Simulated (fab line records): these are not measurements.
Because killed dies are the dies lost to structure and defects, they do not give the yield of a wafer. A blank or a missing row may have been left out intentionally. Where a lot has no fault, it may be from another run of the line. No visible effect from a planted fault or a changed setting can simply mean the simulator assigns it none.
fab line records -- flow sky130
record: lots: 6, wafers: 18, last_day: 50
route steps=708 shown SPACER@305 POLY_CUT@307
lots that met no fault: from a run of the same line without faults
start_h: hours from the record's opening day to when the first of the lot's shown wafers began -- wait_h: hours from the lot's prior step to this one -- " same as the row above -- L1.1+2: a single row standing in for several wafers -- - no value, or no start was given -- * or withheld: withheld -- < > ~ a bound
route shown NAME@n: names a module that has steps shown in the file, with the first one's number in the route -- usual: mean and standard deviation over wafers with no fault -- same: alike in all rows -- chamber/n: place in a boat -- sites: per-site readings -- _std_site: the values' standard deviation -- _edge_site: mean of outer sites minus mean of inner sites -- radius_mm: how far each site lies from the wafer's centre -- mask NAME#n: copy n -- behind: the most recent tool/chamber to have shaped the wafer -- hold: the reason the lot was held/the length of the hold in hours/how it ended -- device: transistor that didn't switch, given as n, p or np -- end of line: the same wafers' tests at the end of the route -- a step given without rows: its recipe and nothing more -- killed: count of dies lost to structure and defects at first sort (not the wafer's yield) -- map: shows each die of a wafer: x if killed, . if not, _ if none is there
set.NAME: the run value of the setting; set.NAME@STEP: its run value at that earlier step -- model.NAME: the simulator's own value behind a step, which no gauge read
a table for each step, a row for each wafer; lots at some steps of the route
services: when a tool's chamber went out of use (start_h, in hours from the record's first day, below 0 if earlier), for how many hours, and the reason
== steps ==
step: SKY_SPACER_THK_MEAS_01
recipe: reads: Si3N4_of_SPACER_CVD_00
usual: SPACER_CVD_00_THK: 43.0/0.42
lot.wafer,tool,chamber,start_h,wait_h,SPACER_CVD_00_THK[nm]
L315.1,film_metro-04,-,548.83,0.0,43.0
L315.2,film_metro-04,-,548.83,0.0,42.5
L315.5,film_metro-04,-,548.83,0.0,42.9
L318.1,film_metro-04,-,570.85,0.0,43.1
L318.4,film_metro-04,-,570.85,0.0,43.4
L318.5,film_metro-04,-,570.85,0.0,43.6
L330.3,film_metro-04,-,682.12,0.0,43.0
L330.4,film_metro-04,-,682.12,0.0,42.8
L330.6,film_metro-04,-,682.12,0.0,43.1
L332.2,film_metro-01,-,686.47,0.0,42.9
L332.3,film_metro-01,-,686.47,0.0,42.6
L332.6,film_metro-01,-,686.47,0.0,42.6
L334.2,film_metro-04,-,720.68,0.0,42.9
L334.3,film_metro-04,-,720.68,0.0,42.4
L334.6,film_metro-04,-,720.68,0.0,43.1
L335.1,film_metro-04,-,731.82,0.0,43.1
L335.2,film_metro-04,-,731.82,0.0,42.5
L335.6,film_metro-04,-,731.82,0.0,42.7
step: SKY_SPACER_ETCHBACK_02
recipe: chemistry: CH3F/O2, target: Si3N4, stop_on: SiO2, source_w: 400, bias_w: 80, pressure_mtorr: 25, ch3f_flow_sccm: 40, O2_flow_sccm: 30, time_s: 46.7, target_depth_a: 450
usual: O2_flow_sccm: 30.00/0.085, drypump_motor_current_A: 5.8/0.41, oes_product_au: 0.854/0.0063, throttle_valve_pct: 10.562/0.0096
lot.wafer,tool,chamber,start_h,wait_h,O2_flow_sccm,drypump_motor_current_A,oes_product_au,rf_hours_counter_h,throttle_valve_pct
L315.1,rie_diel-04,2,548.89,0.1,30.13,5.7,0.856,58,10.554
L315.2,rie_diel-04,0,548.89,0.1,29.99,6.1,0.846,3,10.564
L315.5,rie_diel-04,2,548.89,0.1,29.95,5.7,0.856,-,10.557
L318.1,rie_diel-03,1,570.91,0.1,29.94,5.3,0.858,7,10.577
L318.4,rie_diel-03,0,570.91,0.1,29.94,5.7,0.854,20,10.560
L318.5,rie_diel-03,3,570.91,0.1,30.05,5.9,0.859,-,10.573
L330.3,rie_diel-03,0,682.16,0.0,29.91,5.8,0.853,23,10.564
L330.4,rie_diel-03,3,682.16,0.0,29.74,5.8,0.853,5,10.565
L330.6,rie_diel-03,1,682.16,0.0,30.04,5.3,0.860,-,10.572
L332.2,rie_diel-02,3,686.52,0.0,29.96,6.5,0.853,49,10.566
L332.3,rie_diel-02,2,686.52,0.0,30.11,6.1,0.851,6,10.562
L332.6,rie_diel-02,3,686.52,0.0,29.93,6.5,0.851,-,10.549
L334.2,rie_diel-02,2,720.73,0.0,29.95,6.1,0.854,7,10.577
L334.3,rie_diel-02,0,720.73,0.0,30.07,6.2,0.840,15,10.555
L334.6,rie_diel-02,0,720.73,0.0,30.10,6.1,0.849,-,10.571
L335.1,rie_diel-03,0,731.88,0.1,29.92,5.8,0.852,24,10.549
L335.2,rie_diel-03,1,731.88,0.1,30.01,5.3,0.847,11,10.562
L335.6,rie_diel-03,3,731.88,0.1,29.99,5.8,0.850,-,10.554
step: SKY_POLY_CUT_DEHYDRATE_00
recipe: temp_c: 200, time_s: 60
step: SKY_POLY_CUT_HMDS_01
recipe: prime_time_s: 60, prime_temp_c: 120
step: SKY_POLY_CUT_COAT_02
recipe: resist: BARC, temp_c: withheld, time_s: withheld, spin_rpm: 3000, resist_thk_nm: 60
step: SKY_POLY_CUT_COAT_03
recipe: resist: KrF-thick, spin_rpm: 3000, resist_thk_nm: 450
step: SKY_POLY_CUT_SOFTBAKE_04
recipe: temp_c: 100, time_s: 90, resist: KrF-thick
step: SKY_POLY_CUT_EXPOSE_05
recipe: mask_id: NPCM, na: 0.8, source_shape: annular, sigma_inner: 0.55, sigma_outer: 0.85, target_cd_nm: 270, dose_mj: 32
step: SKY_POLY_CUT_PEB_06
recipe: peb_temp_c: withheld, peb_time_s: withheld, resist: KrF-thick
step: SKY_POLY_CUT_DEVELOP_07
recipe: develop_time_s: 60, resist: KrF-thick, dev_temp_c: 20.34
step: SKY_POLY_CUT_CD_MEAS_08
recipe: target_cd_nm: 270
usual: cd_nm: 269.9/1.5
lot.wafer,tool,chamber,start_h,wait_h,cd_nm
L315.1,cd_sem-01,-,578.60,-,269.8
L315.2,cd_sem-01,-,578.60,-,268.7
L315.5,cd_sem-01,-,578.60,-,267.9
L318.1,cd_sem-01,-,600.63,-,273.2
L318.4,cd_sem-01,-,600.63,-,272.7
L318.5,cd_sem-01,-,600.63,-,271.1
L330.3,cd_sem-01,-,710.84,-,267.7
L330.4,cd_sem-01,-,710.84,-,267.0
L330.6,cd_sem-01,-,710.84,-,267.9
L332.2,cd_sem-02,-,714.20,-,271.3
L332.3,cd_sem-02,-,714.20,-,271.4
L332.6,cd_sem-02,-,714.20,-,270.5
L334.2,cd_sem-02,-,747.30,-,269.7
L334.3,cd_sem-02,-,747.30,-,270.0
L334.6,cd_sem-02,-,747.30,-,269.7
L335.1,cd_sem-02,-,758.98,-,269.5
L335.2,cd_sem-02,-,758.98,-,270.0
L335.6,cd_sem-02,-,758.98,-,269.7
step: SKY_POLY_CUT_OVL_MEAS_09
usual: POLY_CUT_OVL: 4/6
lot.wafer,tool,chamber,start_h,wait_h,POLY_CUT_OVL[nm]
L315.1,overlay-01,-,578.72,0.1,10
L315.2,overlay-01,-,578.72,0.1,2
L315.5,overlay-01,-,578.72,0.1,9
L318.1,overlay-01,-,600.75,0.1,10
L318.4,overlay-01,-,600.75,0.1,16
L318.5,overlay-01,-,600.75,0.1,16
L330.3,overlay-01,-,710.93,0.1,5
L330.4,overlay-01,-,710.93,0.1,-3
L330.6,overlay-01,-,710.93,0.1,6
L332.2,overlay-01,-,714.31,0.1,-5
L332.3,overlay-01,-,714.31,0.1,5
L332.6,overlay-01,-,714.31,0.1,-3
L334.2,overlay-02,-,747.40,0.1,4
L334.3,overlay-02,-,747.40,0.1,5
L334.6,overlay-02,-,747.40,0.1,5
L335.1,overlay-02,-,759.10,0.1,11
L335.2,overlay-02,-,759.10,0.1,-1
L335.6,overlay-02,-,759.10,0.1,5
step: SKY_POLY_CUT_ETCH_10
recipe: chemistry: N2/H2, target: BARC, ion_energy_ev: 200, source_w: 500, bias_w: 100, pressure_mtorr: 30, n2_flow_sccm: 100, h2_flow_sccm: 200, stop_on: SiO2, time_s: 45.9, target_depth_a: 600
usual: bias_w: 100.0/0.32, chamber_pressure_mTorr: 30.002/0.026, drypump_motor_current_A: 5.8/0.46, oes_product_au: 0.855/0.0051, throttle_valve_pct: 13.226/0.0089
lot.wafer,tool,chamber,start_h,wait_h,bias_w,chamber_pressure_mTorr,drypump_motor_current_A,oes_product_au,rf_hours_counter_h,throttle_valve_pct,model.KrF-thick_of_POLY_CUT_COAT_03.thk_nm
L315.1,rie_diel-03,1,578.76,0.0,100.9,29.996,5.3,0.853,7,13.219,408.4
L315.2,rie_diel-03,0,578.76,0.0,100.5,29.954,5.8,0.847,20,13.224,406.5
L315.5,rie_diel-03,3,578.76,0.0,99.7,30.016,5.8,0.847,-,13.227,407.7
L318.1,rie_diel-04,3,600.78,0.0,100.1,30.030,5.6,0.850,42,13.239,409.4
L318.4,rie_diel-04,0,600.78,0.0,99.6,30.049,6.1,0.859,-,13.226,407.4
L318.5,rie_diel-04,3,600.78,0.0,100.4,29.977,5.6,0.851,-,13.230,407.5
L330.3,rie_diel-01,1,710.96,0.0,-,-,-,-,-,-,436.6
L330.4,rie_diel-01,2,710.96,0.0,-,-,-,-,-,-,435.6
L330.6,rie_diel-01,2,710.96,0.0,-,-,-,-,-,-,436.4
L332.2,rie_diel-04,1,714.34,0.0,-,-,-,-,-,-,435.6
L332.3,rie_diel-04,3,714.34,0.0,-,-,-,-,-,-,434.2
L332.6,rie_diel-04,3,714.34,0.0,-,-,-,-,-,-,434.3
L334.2,rie_diel-03,0,747.43,0.0,100.4,30.000,5.8,0.848,25,13.251,407.1
L334.3,rie_diel-03,2,747.43,0.0,100.1,30.060,5.0,0.863,0,13.232,404.6
L334.6,rie_diel-03,1,747.43,0.0,100.3,29.976,5.3,0.863,-,13.225,406.1
L335.1,rie_diel-03,3,759.14,0.0,100.2,30.024,5.8,0.857,7,13.228,406.3
L335.2,rie_diel-03,1,759.14,0.0,100.6,30.002,5.3,0.853,12,13.227,406.4
L335.6,rie_diel-03,2,759.14,0.0,99.3,30.047,5.0,0.861,-,13.235,409.2
step: SKY_POLY_CUT_ETCH_11
recipe: target: Si3N4, chemistry: CF4/CH2F2/Ar, stop_on: poly-Si, source_w: 600, bias_w: 150, pressure_mtorr: 40, cf4_flow_sccm: 40, ch2f2_flow_sccm: 20, Ar_flow_sccm: 150, time_s: 42.5, target_depth_a: 600
usual: bias_w: 150.0/0.41, cf4_flow_sccm: 40.01/0.11, drypump_motor_current_A: 5.8/0.46, oes_product_au: 0.831/0.0061, throttle_valve_pct: 14.993/0.0093
lot.wafer,tool,chamber,start_h,wait_h,bias_w,cf4_flow_sccm,drypump_motor_current_A,oes_product_au,rf_hours_counter_h,throttle_valve_pct
L315.1,rie_diel-03,1,578.80,0.0,150.1,40.00,5.3,0.824,7,14.983
L315.2,rie_diel-03,0,578.80,0.0,149.6,40.15,5.8,0.830,20,15.016
L315.5,rie_diel-03,3,578.80,0.0,150.1,39.90,5.8,0.826,-,15.008
L318.1,rie_diel-04,3,600.82,0.0,150.2,40.01,5.6,0.833,42,14.990
L318.4,rie_diel-04,0,600.82,0.0,149.2,39.89,6.1,0.828,-,15.001
L318.5,rie_diel-04,3,600.82,0.0,150.1,40.02,5.5,0.833,-,14.986
L330.3,rie_diel-01,1,711.00,0.0,150.1,40.14,5.7,0.370,45,14.946
L330.4,rie_diel-01,2,711.00,0.0,149.9,40.02,6.1,0.376,6,14.952
L330.6,rie_diel-01,2,711.00,0.0,150.4,40.00,6.1,0.379,-,14.942
L332.2,rie_diel-04,1,714.38,0.0,149.4,40.19,6.4,0.371,5,14.946
L332.3,rie_diel-04,3,714.38,0.0,150.0,40.17,5.6,0.369,44,14.971
L332.6,rie_diel-04,3,714.38,0.0,149.3,40.09,5.6,0.370,-,14.961
L334.2,rie_diel-03,0,747.47,0.0,150.2,39.99,5.8,0.826,25,15.000
L334.3,rie_diel-03,2,747.47,0.0,149.4,40.07,5.0,0.824,0,14.977
L334.6,rie_diel-03,1,747.47,0.0,150.0,40.00,5.3,0.827,-,14.988
L335.1,rie_diel-03,3,759.18,0.0,149.7,39.91,5.9,0.842,7,14.997
L335.2,rie_diel-03,1,759.18,0.0,149.7,40.12,5.3,0.840,12,14.998
L335.6,rie_diel-03,2,759.18,0.0,151.0,39.92,5.0,0.829,-,15.011
step: SKY_POLY_CUT_STRIP_12
recipe: chemistry: O2/N2, power_w: 1400, pressure_mtorr: 1500, platen_temp_c: withheld, o2_flow_sccm: 3000, n2_flow_sccm: 300, overash_fraction: 0.5
usual: drypump_motor_current_A: 6.0/0.49, oes_product_au: 0.452/0.0044, strip_time_to_endpoint_s: 5.355/0.017
lot.wafer,tool,chamber,start_h,wait_h,drypump_motor_current_A,oes_product_au,rf_hours_counter_h,strip_time_to_endpoint_s
L315.1,plasma_asher-02,1,578.84,0.0,6.4,0.442,88,5.378
L315.2,plasma_asher-02,0,578.84,0.0,5.4,0.454,88,5.331
L315.5,plasma_asher-02,1,578.84,0.0,6.5,0.457,-,5.363
L318.1,plasma_asher-03,1,600.86,0.0,6.5,0.448,69,5.363
L318.4,plasma_asher-03,1,600.86,0.0,6.5,0.458,-,5.318
L318.5,plasma_asher-03,1,600.86,0.0,6.5,0.460,-,5.366
L330.3,plasma_asher-01,0,711.07,0.1,5.5,0.461,-,5.632
L330.4,plasma_asher-01,1,711.07,0.1,6.4,0.468,-,5.629
L330.6,plasma_asher-01,1,711.07,0.1,6.4,0.461,-,5.635
L332.2,plasma_asher-03,1,714.42,0.0,6.5,0.466,80,5.626
L332.3,plasma_asher-03,1,714.42,0.0,6.5,0.466,-,5.611
L332.6,plasma_asher-03,1,714.42,0.0,6.5,0.463,-,5.609
L334.2,plasma_asher-03,1,747.51,0.0,6.5,0.449,84,5.344
L334.3,plasma_asher-03,0,747.51,0.0,5.5,0.449,-,5.322
L334.6,plasma_asher-03,0,747.51,0.0,5.5,0.460,-,5.354
L335.1,plasma_asher-02,1,759.22,0.0,6.5,0.447,1,5.343
L335.2,plasma_asher-02,0,759.22,0.0,5.4,0.455,1,5.343
L335.6,plasma_asher-02,1,759.22,0.0,6.5,0.449,-,5.358
== services ==
tool,chamber,start_h,hours,kind
plasma_asher-02,-,532.22,3.3,repair
plasma_asher-02,-,550.34,2.8,pm
rie_diel-04,-,563.86,0.3,repair
plasma_asher-03,-,569.85,1.9,repair
rie_diel-04,2,596.89,9.0,repair
rie_diel-03,-,633.19,0.6,repair
plasma_asher-03,-,635.21,1.6,repair
rie_diel-04,-,652.86,0.4,repair
rie_diel-04,-,658.42,0.2,repair
rie_diel-04,2,659.44,-,clean
rie_diel-04,2,659.44,15.0,scheduled_down
rie_diel-02,0,659.66,2.0,repair
rie_diel-02,0,663.23,6.7,repair
rie_diel-01,2,675.07,2.5,repair
rie_diel-02,1,703.15,9.9,repair
rie_diel-04,-,709.87,0.5,repair
rie_diel-03,2,728.61,-,clean
rie_diel-03,2,728.61,16.3,scheduled_down
rie_diel-03,2,728.61,16.3,vent_cycle
rie_diel-02,2,731.39,5.1,repair
plasma_asher-02,-,733.75,9.0,pm
plasma_asher-02,-,737.72,0.4,repair
rie_diel-02,-,742.38,14.6,pm
plasma_asher-02,-,747.12,1.4,repair
== key ==
first_sign: step: SKY_POLY_CUT_ETCH_10, reading: tool_record, direction: missing
effect: step: SKY_POLY_CUT_ETCH_11, reading: oes_product_au, direction: down, sigmas: 75, usual: 0.831, struck: 0.373
effect: step: SKY_POLY_CUT_STRIP_12, reading: strip_time_to_endpoint_s, direction: up, sigmas: 16, usual: *, struck: *
model_effect: step: SKY_POLY_CUT_ETCH_10, value: KrF-thick_of_POLY_CUT_COAT_03.thk_nm, without: 407.5, struck: 435.5
met_at SKY_POLY_CUT_ETCH_10
struck_wafers L330.3,L330.4,L330.6,L332.2,L332.3,L332.6
later_rows_left_out L330.3,L330.4,L330.6,L332.2,L332.3,L332.6
sort_left_out L330.3,L330.4,L330.6,L332.2,L332.3,L332.6
tester_left_out L330,L332
onset_between 600.78 710.96
fault: kind: skipped_step_whole, tool: rie_diel-01,rie_diel-04, chamber: -, onset_h: 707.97, steps: SKY_POLY_CUT_ETCH_10, scope: struck_lots_only
tester_left_out: of these lots the tester's yield and bins aren't shown, on N5 and GAA mostly nor the transistor test; their killed dies are dies lost to structure and defects alone, not to doping, threshold or leakage, so they don't give the yield
sort_left_out: the simulated sort isn't trusted on such a fault, so these wafers' sort isn't shown, and their yield isn't known
later_rows_left_out: the simulator's readings of these wafers behind a module that went badly wrong aren't trusted and aren't shown, but for the sort
